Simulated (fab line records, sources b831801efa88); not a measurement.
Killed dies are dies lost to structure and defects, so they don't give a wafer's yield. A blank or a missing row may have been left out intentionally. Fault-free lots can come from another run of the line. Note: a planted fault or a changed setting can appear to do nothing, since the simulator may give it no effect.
Matching of chambers ; flow sky130 ; 4 sister chambers for SKY_VIA3_CMP_02 on cmp-02
The step polishes SiO2. 4 wafers are shown with their chamber, then 8 later ones without.

## WAFERS PAIRED WITH THEIR CHAMBERS
wafer;chamber;motor current A (A)
L606.6;0;12.7
L608.1;2;12.9
L608.4;3;10.4
L615.2;1;11.6

## WAFERS WITHOUT THEIR CHAMBER
wafer;motor current A (A)
L615.3;10.0
L615.5;10.5
L618.2;11.1
L618.3;9.8
L618.5;12.1
L617.1;12.2
L617.2;11.4
L617.6;13.3

## WHICH CHAMBER EACH WENT THROUGH
wafer;from the rows above;in truth
L615.3;3;3
L615.5;3;3
L618.2;can't be placed: 1 or 3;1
L618.3;3;3
L618.5;can't be placed: 1 or 0 or 2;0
L617.1;can't be placed: 0 or 1 or 2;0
L617.2;can't be placed: 1 or 3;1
L617.6;can't be placed: 2 or 0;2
Placed correctly: 3 of 8. From these rows, 5 cannot be placed; in 5 the true chamber is one of the candidates. Wrongly placed: 0.
How it was worked out, from the rows above alone: a wafer's distance from a chamber is the root of the sum, over the readings, of the square of ((its reading less the chamber's mean) divided by the reading's scatter). If the next closest chamber is less than 2 further off than the closest, the wafer can't be placed; otherwise it belongs to the closest. The mean given for a chamber averages the wafers shown for that chamber. The scatter: root of mean squared gap, hidden wafer to nearest shown wafer, with one shown wafer a chamber.
